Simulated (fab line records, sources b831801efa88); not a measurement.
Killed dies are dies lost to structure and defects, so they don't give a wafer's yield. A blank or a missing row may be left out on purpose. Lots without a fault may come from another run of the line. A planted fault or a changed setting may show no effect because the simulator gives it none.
Which tool did it? | flow gf180mcu | 6 lots, 18 wafers sampled, at 3 steps of a route of 602

WHAT THE GAUGES READ, wafer by wafer
GF_V5_BOW_MEAS_05.
lot  | measured     | on            | V5_BOW (um)
L113 | day 26 22:10 | film_metro-02 | 147 156 151
L115 | day 27 14:21 | film_metro-02 | 127 123 133
L116 | day 27 21:58 | film_metro-02 | 137 138 129
L129 | day 31 08:58 | film_metro-02 | 117 131 117
L132 | day 32 03:46 | film_metro-04 | 135 147 137
L134 | day 32 17:35 | film_metro-04 | 152 147 141

WHICH TOOL RAN EACH LOT (tool, then ch and the chambers of the sampled wafers, then the start)
lot  | GF_V5_CVD_02                    | GF_V5_CMP_04
L113 | pecvd-03 ch 0,1,2, day 26 21:41 | cmp-01 ch 0,3, day 26 21:51
L115 | pecvd-01 ch 0,1,2, day 27 13:53 | cmp-02 ch 0,1,2, day 27 14:06
L116 | pecvd-02 ch 1,2, day 27 21:29   | cmp-02 ch 1,2, day 27 21:43
L129 | pecvd-02 ch 1,2, day 31 08:28   | cmp-01 ch 1,2,3, day 31 08:41
L132 | pecvd-03 ch 0,1,2, day 32 03:17 | cmp-01 ch 0,2,3, day 32 03:34
L134 | pecvd-02 ch 0,1, day 32 17:05   | cmp-01 ch 0,1,2, day 32 17:16
- GF_V5_CVD_02: deposits SiO2 from TEOS, target thk 1450 nm, time 163.28 s.
- GF_V5_CMP_04: polishes SiO2.

THE ANSWER, worked out from the rows above alone
Rule: what is usual is taken from the lots themselves. Put in order of their means at a reading, lots are off if they are a third of the lots or fewer, leave a main group of 4 or more, and stand apart from it by a gap of 3 or more times the standard deviation of the main group's means; of several such gaps the widest counts. A main group whose means are all the same, to the digits that the tables above print for the reading, isn't used. A lot without any number at a reading at which 4 lots or more have one is off too. The other lots that the step has rows for count as sound.
No lot is off at any reading shown: from this, nothing can be told.

WHAT THE SIMULATOR HAD PUT IN
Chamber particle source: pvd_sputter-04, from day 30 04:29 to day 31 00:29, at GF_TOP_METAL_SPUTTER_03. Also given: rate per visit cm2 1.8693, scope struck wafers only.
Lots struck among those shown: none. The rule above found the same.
